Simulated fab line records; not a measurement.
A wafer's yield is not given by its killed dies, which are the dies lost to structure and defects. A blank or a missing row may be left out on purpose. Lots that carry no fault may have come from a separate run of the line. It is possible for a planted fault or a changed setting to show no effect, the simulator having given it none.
Which tool was responsible? / flow sky130 / 36 wafers from 12 lots sampled at 4 of the route's 708 steps

== WHAT THE GAUGES READ, wafer by wafer ==
SKY_METAL1_RS_MEAS_05: measurement is done with a four-point probe. Usual: METAL1_ALCU_RS gives 0.1267 ohm/sq (standard deviation 0.0013).
lot=L324; measured=day 32 11:59; on=film metro-03; METAL1_ALCU_RS (ohm/sq)=0.1268 0.1279 0.1284; flag=
lot=L325; measured=day 32 22:31; on=film metro-01; METAL1_ALCU_RS (ohm/sq)=0.1282 0.1295 0.1300; flag=
lot=L326; measured=day 33 01:41; on=film metro-02; METAL1_ALCU_RS (ohm/sq)=0.1267 0.1279 0.1254; flag=
lot=L327; measured=day 33 15:14; on=film metro-01; METAL1_ALCU_RS (ohm/sq)=0.1255 0.1249 0.1246; flag=
lot=L328; measured=day 34 00:11; on=film metro-03; METAL1_ALCU_RS (ohm/sq)=0.1267 0.1257 0.1268; flag=
lot=L331; measured=day 34 23:26; on=film metro-02; METAL1_ALCU_RS (ohm/sq)=0.1253 0.1256 0.1255; flag=
lot=L334; measured=day 35 18:23; on=film metro-01; METAL1_ALCU_RS (ohm/sq)=0.1237 0.1236 0.1244; flag=
lot=L337; measured=day 36 14:43; on=film metro-01; METAL1_ALCU_RS (ohm/sq)=0.1269 0.1263 0.1259; flag=
lot=L340; measured=day 37 22:29; on=film metro-01; METAL1_ALCU_RS (ohm/sq)=0.1270 0.1258 0.1268; flag=
lot=L342; measured=day 38 04:04; on=film metro-01; METAL1_ALCU_RS (ohm/sq)=0.1274 0.1270 0.1275; flag=
lot=L345; measured=day 39 05:25; on=film metro-01; METAL1_ALCU_RS (ohm/sq)=0.1279 0.1293 0.1288; flag=
lot=L347; measured=day 39 09:33; on=film metro-03; METAL1_ALCU_RS (ohm/sq)=0.1263 0.1269 0.1268; flag=

== EACH LOT AND THE TOOL THAT RAN IT (in order: tool; ch and the chambers of the sampled wafers; start) ==
lot=L324; SKY_CONTACT_SPUTTER_23=pvd sputter-02, day 32 11:11; SKY_CONTACT_CVD_24=cvd w-02 ch 0, day 32 11:14; SKY_METAL1_SPUTTER_01=pvd sputter-04, day 32 11:51
lot=L325; SKY_CONTACT_SPUTTER_23=pvd sputter-01, day 32 21:44; SKY_CONTACT_CVD_24=cvd w-02 ch 0,1, day 32 21:47; SKY_METAL1_SPUTTER_01=pvd sputter-03, day 32 22:24
lot=L326; SKY_CONTACT_SPUTTER_23=pvd sputter-01, day 33 00:53; SKY_CONTACT_CVD_24=cvd w-01 ch 1, day 33 00:57; SKY_METAL1_SPUTTER_01=pvd sputter-03, day 33 01:34
lot=L327; SKY_CONTACT_SPUTTER_23=pvd sputter-02, day 33 14:26; SKY_CONTACT_CVD_24=cvd w-01 ch 0,1, day 33 14:30; SKY_METAL1_SPUTTER_01=pvd sputter-04, day 33 15:07
lot=L328; SKY_CONTACT_SPUTTER_23=pvd sputter-01, day 33 23:23; SKY_CONTACT_CVD_24=cvd w-01 ch 1, day 33 23:27; SKY_METAL1_SPUTTER_01=pvd sputter-03, day 34 00:04
lot=L331; SKY_CONTACT_SPUTTER_23=pvd sputter-02, day 34 22:37; SKY_CONTACT_CVD_24=cvd w-01 ch 0,1, day 34 22:43; SKY_METAL1_SPUTTER_01=pvd sputter-04, day 34 23:17
lot=L334; SKY_CONTACT_SPUTTER_23=pvd sputter-01, day 35 17:35; SKY_CONTACT_CVD_24=cvd w-01 ch 0, day 35 17:38; SKY_METAL1_SPUTTER_01=pvd sputter-03, day 35 18:15
lot=L337; SKY_CONTACT_SPUTTER_23=pvd sputter-02, day 36 13:55; SKY_CONTACT_CVD_24=cvd w-01 ch 0,1, day 36 13:59; SKY_METAL1_SPUTTER_01=pvd sputter-03, day 36 14:35
lot=L340; SKY_CONTACT_SPUTTER_23=pvd sputter-02, day 37 21:32; SKY_CONTACT_CVD_24=cvd w-02 ch 0, day 37 21:38; SKY_METAL1_SPUTTER_01=pvd sputter-03, day 37 22:19
lot=L342; SKY_CONTACT_SPUTTER_23=pvd sputter-01, day 38 03:14; SKY_CONTACT_CVD_24=cvd w-01 ch 0,1, day 38 03:20; SKY_METAL1_SPUTTER_01=pvd sputter-03, day 38 03:55
lot=L345; SKY_CONTACT_SPUTTER_23=pvd sputter-01, day 39 04:37; SKY_CONTACT_CVD_24=cvd w-02 ch 0,1, day 39 04:41; SKY_METAL1_SPUTTER_01=pvd sputter-04, day 39 05:17
lot=L347; SKY_CONTACT_SPUTTER_23=pvd sputter-01, day 39 08:44; SKY_CONTACT_CVD_24=cvd w-02 ch 0,1, day 39 08:48; SKY_METAL1_SPUTTER_01=pvd sputter-04, day 39 09:25
- SKY_CONTACT_SPUTTER_23: material TiN, target thk 20 nm, time 80 s.
- SKY_CONTACT_CVD_24: deposits W, target thk 340 nm, time 102.12 s.
- SKY_METAL1_SPUTTER_01: material TiN, target thk 20 nm, time 16.7 s.

== WHAT THE TOOLS THEMSELVES READ (means of the sampled wafers that have a number; where no wafer has one, the mark that the record gives instead) ==
SKY_CONTACT_SPUTTER_23. Usual: cathode dc power W 3999.9 W, standard deviation 0.73; throttle valve pct 29.9 %, standard deviation 1.
lot=L324; tool=pvd sputter-02; cathode dc power W (W)=4000.7; throttle valve pct (%)=29.2; flag=
lot=L325; tool=pvd sputter-01; cathode dc power W (W)=3999.8; throttle valve pct (%)=30.8; flag=
lot=L326; tool=pvd sputter-01; cathode dc power W (W)=3999.6; throttle valve pct (%)=30.1; flag=
lot=L327; tool=pvd sputter-02; cathode dc power W (W)=4000.4; throttle valve pct (%)=28.9; flag=
lot=L328; tool=pvd sputter-01; cathode dc power W (W)=3999.0; throttle valve pct (%)=31.1; flag=
lot=L331; tool=pvd sputter-02; cathode dc power W (W)=4000.0; throttle valve pct (%)=28.7; flag=
lot=L334; tool=pvd sputter-01; cathode dc power W (W)=3999.5; throttle valve pct (%)=30.4; flag=
lot=L337; tool=pvd sputter-02; cathode dc power W (W)=3999.8; throttle valve pct (%)=28.6; flag=
lot=L340; tool=pvd sputter-02; cathode dc power W (W)=4000.4; throttle valve pct (%)=28.7; flag=
lot=L342; tool=pvd sputter-01; cathode dc power W (W)=3999.4; throttle valve pct (%)=30.7; flag=
lot=L345; tool=pvd sputter-01; cathode dc power W (W)=3999.4; throttle valve pct (%)=30.2; flag=
lot=L347; tool=pvd sputter-01; cathode dc power W (W)=3999.7; throttle valve pct (%)=30.0; flag=

SKY_CONTACT_CVD_24. Usual: heater power w 836 W, standard deviation 110; susceptor temp C 400.03 C, standard deviation 0.22.
lot=L324; tool=cvd w-02; heater power w (W)=860; susceptor temp C (C)=400.09; flag=
lot=L325; tool=cvd w-02; heater power w (W)=872; susceptor temp C (C)=399.88; flag=
lot=L326; tool=cvd w-01; heater power w (W)=949; susceptor temp C (C)=400.16; flag=
lot=L327; tool=cvd w-01; heater power w (W)=746; susceptor temp C (C)=400.09; flag=
lot=L328; tool=cvd w-01; heater power w (W)=940; susceptor temp C (C)=400.11; flag=
lot=L331; tool=cvd w-01; heater power w (W)=751; susceptor temp C (C)=400.26; flag=
lot=L334; tool=cvd w-01; heater power w (W)=643; susceptor temp C (C)=400.12; flag=
lot=L337; tool=cvd w-01; heater power w (W)=748; susceptor temp C (C)=400.11; flag=
lot=L340; tool=cvd w-02; heater power w (W)=869; susceptor temp C (C)=400.29; flag=
lot=L342; tool=cvd w-01; heater power w (W)=745; susceptor temp C (C)=399.84; flag=
lot=L345; tool=cvd w-02; heater power w (W)=891; susceptor temp C (C)=400.10; flag=
lot=L347; tool=cvd w-02; heater power w (W)=880; susceptor temp C (C)=400.09; flag=

SKY_METAL1_SPUTTER_01. Usual: cathode dc power W 6500.0 W, standard deviation 1.1; throttle valve pct 29.8 %, standard deviation 0.7.
lot=L324; tool=pvd sputter-04; cathode dc power W (W)=6499.8; throttle valve pct (%)=29.0; flag=
lot=L325; tool=pvd sputter-03; cathode dc power W (W)=6501.0; throttle valve pct (%)=30.0; flag=
lot=L326; tool=pvd sputter-03; cathode dc power W (W)=6499.7; throttle valve pct (%)=30.0; flag=
lot=L327; tool=pvd sputter-04; cathode dc power W (W)=6499.6; throttle valve pct (%)=29.3; flag=
lot=L328; tool=pvd sputter-03; cathode dc power W (W)=6500.2; throttle valve pct (%)=29.9; flag=
lot=L331; tool=pvd sputter-04; cathode dc power W (W)=7011.7; throttle valve pct (%)=29.6; flag=OFF
lot=L334; tool=pvd sputter-03; cathode dc power W (W)=6499.6; throttle valve pct (%)=30.2; flag=
lot=L337; tool=pvd sputter-03; cathode dc power W (W)=6500.1; throttle valve pct (%)=30.0; flag=
lot=L340; tool=pvd sputter-03; cathode dc power W (W)=6500.6; throttle valve pct (%)=30.4; flag=
lot=L342; tool=pvd sputter-03; cathode dc power W (W)=6500.2; throttle valve pct (%)=29.6; flag=
lot=L345; tool=pvd sputter-04; cathode dc power W (W)=6500.1; throttle valve pct (%)=29.3; flag=
lot=L347; tool=pvd sputter-04; cathode dc power W (W)=6499.7; throttle valve pct (%)=29.9; flag=

== THE ANSWER, worked out from the rows above alone ==
Rule: take the mean of a lot's wafers that have a number; if it is more than 3 standard deviations from the usual mean, the lot is off. A lot without any number at a reading at which 4 lots or more have one is off too. All remaining lots with rows at the step are treated as sound. Order of review: gauges by route order, followed by the tools' own readings, for which a lot's mean as printed above is used. At the first step where some lot is off, the reading lying furthest off is the one used; lots without a number count as furthest.
Off, at SKY_METAL1_SPUTTER_01 on cathode dc power W: L331.
If a tool, at that step or one of the process steps before it, ran each lot that is off and ran no sound lot following the first of them, it fits. Of those tried, none fits.

== WHAT THE SIMULATOR PUT IN ==
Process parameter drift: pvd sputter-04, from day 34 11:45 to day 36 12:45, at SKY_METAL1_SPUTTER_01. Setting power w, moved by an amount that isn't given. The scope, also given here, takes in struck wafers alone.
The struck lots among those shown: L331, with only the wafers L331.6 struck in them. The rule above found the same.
